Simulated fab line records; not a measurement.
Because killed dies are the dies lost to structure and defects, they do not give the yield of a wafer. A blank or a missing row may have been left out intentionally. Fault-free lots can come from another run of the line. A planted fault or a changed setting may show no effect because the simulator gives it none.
Chamber matching -- flow gf180mcu -- 3 sister chambers for GF_V2_CVD_02 on pecvd-01
The step deposits SiO2 from TEOS, target thk 850 nm, time 94.851 s. 14 wafers are shown with their chamber, then 7 later ones without.

## WAFERS, EACH WITH ITS CHAMBER
wafer,chamber,heater-power-w (W)
L305.3,2,514
L305.4,0,527
L305.6,2,556
L308.2,2,520
L308.3,1,577
L308.6,0,671
L309.3,1,656
L309.5,1,682
L309.6,0,542
L313.1,1,631
L313.2,0,651
L313.4,2,598
L314.1,0,571
L314.3,1,600

SIGNATURES (averages over the wafers above)
reading,chamber 0,chamber 1,chamber 2,scatter within a chamber
heater-power-w,592.40,629.20,547.00,50.9
Rule: distance of a wafer from a chamber = root of the sum over the readings of ((wafer's reading minus chamber's mean) / reading's scatter) squared. The wafer belongs to the nearest chamber; if the next one is less than 2 further off, it can't be placed. How the scatter is found: for the shown wafers, subtract from each reading the mean of its chamber, square and add these, divide the total by (wafers less chambers), then take the root.

## WAFERS WITH NO CHAMBER GIVEN
wafer,heater-power-w (W)
L314.6,666
L324.2,499
L324.3,679
L324.5,626
L327.2,610
L327.3,627
L327.4,649

## WHICH CHAMBER EACH ONE RAN IN
wafer,from the rows above,in truth
L314.6,can't be placed: 1 or 0 or 2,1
L324.2,can't be placed: 2 or 0 or 1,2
L324.3,can't be placed: 1 or 0 or 2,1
L324.5,can't be placed: 1 or 0 or 2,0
L327.2,can't be placed: 0 or 1 or 2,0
L327.3,can't be placed: 1 or 0 or 2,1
L327.4,can't be placed: 1 or 0 or 2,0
Correct placement for 0 of the 7. Unplaceable from these rows: 7, with the true chamber sitting among the candidates in 7. Placed wrongly: 0.
